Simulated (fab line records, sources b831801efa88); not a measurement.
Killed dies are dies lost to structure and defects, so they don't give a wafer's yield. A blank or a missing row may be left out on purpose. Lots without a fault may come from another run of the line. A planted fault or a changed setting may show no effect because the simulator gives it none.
Which tool did it? | flow sky130 | 24 lots, 72 wafers sampled, at 3 steps of a route of 708

WHAT THE GAUGES READ, wafer by wafer
SKY_METAL1_RS_MEAS_05: measures by four-point-probe. Usual: METAL1_ALCU_RS 0.1265 ohm/sq, standard deviation 0.0017.
lot  | measured     | on            | METAL1_ALCU_RS (ohm/sq) | flag
L074 | day 31 03:51 | film_metro-04 | 0.1273 0.1268 0.1269    |
L075 | day 31 06:44 | film_metro-04 | 0.1265 0.1279 0.1262    |
L076 | day 31 20:01 | film_metro-03 | 0.1257 0.1247 0.1253    |
L077 | day 32 03:20 | film_metro-01 | 0.1295 0.1296 0.1308    |
L078 | day 32 10:14 | film_metro-01 | 0.1236 0.1242 0.1237    |
L079 | day 33 05:10 | film_metro-04 | 0.1281 0.1264 0.1279    |
L080 | day 33 13:07 | film_metro-01 | 0.1269 0.1288 0.1274    |
L081 | day 33 14:31 | film_metro-01 | 0.1233 0.1234 0.1234    |
L082 | day 34 04:06 | film_metro-01 | 0.1269 0.1277 0.1299    |
L083 | day 34 06:44 | film_metro-04 | 0.1266 0.1245 0.1269    |
L084 | day 34 21:31 | film_metro-01 | 0.1282 0.1259 0.1287    |
L086 | day 35 04:45 | film_metro-03 | 0.1294 0.1278 0.1285    |
L085 | day 35 08:54 | film_metro-04 | 0.1266 0.1257 0.1276    |
L087 | day 35 17:31 | film_metro-03 | 0.1248 0.1266 0.1254    |
L088 | day 36 04:29 | film_metro-01 | 0.1242 0.1254 0.1249    |
L089 | day 36 07:13 | film_metro-04 | 0.1258 0.1259 0.1254    |
L090 | day 36 14:26 | film_metro-04 | 0.1275 0.1291 0.1268    |
L091 | day 36 20:22 | film_metro-03 | 0.1254 0.1249 0.1251    |
L092 | day 37 05:39 | film_metro-03 | 0.1278 0.1276 0.1264    |
L093 | day 39 04:59 | film_metro-03 | 0.1283 0.1278 0.1275    |
L097 | day 39 05:29 | film_metro-01 | 0.1248 0.1270 0.1232    |
L094 | day 39 07:38 | film_metro-01 | 0.1271 0.1281 0.1252    |
L096 | day 39 08:51 | film_metro-04 | 0.1252 0.1237 0.1268    |
L095 | day 39 11:08 | film_metro-03 | 0.1263 0.1258 0.1241    |

SKY_VIA1_THK_MEAS_01. Usual: VIA1_HDPCVD_THK 1036 nm, standard deviation 11.
lot  | measured     | on            | VIA1_HDPCVD_THK (nm) | flag
L074 | day 32 08:10 | film_metro-01 | 1022 1016 1030       |
L075 | day 32 11:30 | film_metro-02 | 1036 1037 1037       |
L076 | day 33 00:38 | film_metro-01 | 1030 1035 1023       |
L077 | day 33 08:29 | film_metro-01 | 1026 1025 1022       |
L078 | day 33 14:01 | film_metro-01 | 1038 1027 1035       |
L079 | day 34 09:20 | film_metro-04 | 1012 1043 1030       |
L080 | day 34 16:19 | film_metro-02 | 1030 1044 1047       |
L081 | day 34 18:29 | film_metro-02 | 1047 1058 1055       |
L082 | day 35 07:47 | film_metro-04 | 1025 1038 1026       |
L083 | day 35 10:46 | film_metro-01 | 1055 1046 1039       |
L084 | day 36 01:35 | film_metro-01 | 1037 1043 1039       |
L086 | day 36 09:11 | film_metro-02 | 1046 1049 1041       |
L085 | day 36 11:53 | film_metro-02 | 1059 1055 1046       |
L087 | day 36 21:06 | film_metro-02 | 1039 1055 1040       |
L088 | day 37 08:32 | film_metro-02 | 1056 1037 1045       |
L089 | day 37 10:22 | film_metro-04 | 1028 1036 1036       |
L090 | day 37 17:38 | film_metro-01 | 1033 1024 1035       |
L091 | day 37 22:39 | film_metro-01 | 1044 1043 1022       |
L092 | day 38 07:59 | film_metro-04 | 1027 1042 1026       |
L093 | day 40 08:08 | film_metro-04 | 1054 1037 1031       |
L097 | day 40 08:13 | film_metro-01 | 1031 1033 1023       |
L094 | day 40 10:08 | film_metro-01 | 1020 1035 1024       |
L096 | day 40 11:01 | film_metro-04 | 1045 1042 1035       |
L095 | day 40 13:13 | film_metro-02 | 1013 1024 1023       |

WHICH TOOL RAN EACH LOT (tool, then ch and the chambers of the sampled wafers, then the start)
lot  | SKY_METAL1_SPUTTER_04
L074 | pvd_sputter-02, day 31 03:48
L075 | pvd_sputter-02, day 31 06:38
L076 | pvd_sputter-01, day 31 19:56
L077 | pvd_sputter-02, day 32 03:16
L078 | pvd_sputter-01, day 32 10:11
L079 | pvd_sputter-03, day 33 05:07
L080 | pvd_sputter-02, day 33 13:04
L081 | pvd_sputter-01, day 33 14:27
L082 | pvd_sputter-02, day 34 04:02
L083 | pvd_sputter-01, day 34 06:41
L084 | pvd_sputter-01, day 34 21:28
L086 | pvd_sputter-02, day 35 04:41
L085 | pvd_sputter-03, day 35 08:51
L087 | pvd_sputter-02, day 35 17:28
L088 | pvd_sputter-01, day 36 04:22
L089 | pvd_sputter-03, day 36 07:10
L090 | pvd_sputter-02, day 36 14:23
L091 | pvd_sputter-03, day 36 20:19
L092 | pvd_sputter-02, day 37 05:35
L093 | pvd_sputter-02, day 39 04:55
L097 | pvd_sputter-01, day 39 05:26
L094 | pvd_sputter-01, day 39 07:34
L096 | pvd_sputter-01, day 39 08:48
L095 | pvd_sputter-01, day 39 11:05
- SKY_METAL1_SPUTTER_04: material TiN, target thk 70 nm, time 58.3 s.

WHAT THE TOOLS THEMSELVES READ (means of the sampled wafers that have a number; where no wafer has one, the mark that the record gives instead)
SKY_METAL1_SPUTTER_04. Usual: throttle_valve_pct 30.2 %, standard deviation 1.1.
lot  | tool           | throttle_valve_pct (%) | flag
L074 | pvd_sputter-02 | 29.8                   |
L075 | pvd_sputter-02 | 29.7                   |
L076 | pvd_sputter-01 | 31.0                   |
L077 | pvd_sputter-02 | 29.1                   |
L078 | pvd_sputter-01 | 31.1                   |
L079 | pvd_sputter-03 | 30.4                   |
L080 | pvd_sputter-02 | 30.5                   |
L081 | pvd_sputter-01 | 31.0                   |
L082 | pvd_sputter-02 | 30.3                   |
L083 | pvd_sputter-01 | 30.3                   |
L084 | pvd_sputter-01 | 30.3                   |
L086 | pvd_sputter-02 | 30.8                   |
L085 | pvd_sputter-03 | 30.2                   |
L087 | pvd_sputter-02 | 30.4                   |
L088 | pvd_sputter-01 | 31.0                   |
L089 | pvd_sputter-03 | 30.3                   |
L090 | pvd_sputter-02 | 30.2                   |
L091 | pvd_sputter-03 | 30.2                   |
L092 | pvd_sputter-02 | 29.9                   |
L093 | pvd_sputter-02 | 29.8                   |
L097 | pvd_sputter-01 | 30.5                   |
L094 | pvd_sputter-01 | 30.5                   |
L096 | pvd_sputter-01 | 30.7                   |
L095 | pvd_sputter-01 | 30.9                   |

THE ANSWER, worked out from the rows above alone
Rule: a lot is off if the mean of its wafers that have a number lies more than 3 standard deviations from the usual mean. A lot without any number at a reading at which 4 lots or more have one is off too. The other lots that the step has rows for count as sound. The gauges are gone through in route order, then the tools' own readings, and for those a lot's mean is taken as printed above. The first step at which some lot is off is used, and at that step the reading that is off furthest; a lot without a number counts as furthest.
No lot is off at any reading shown: from this, nothing can be told.

WHAT THE SIMULATOR HAD PUT IN
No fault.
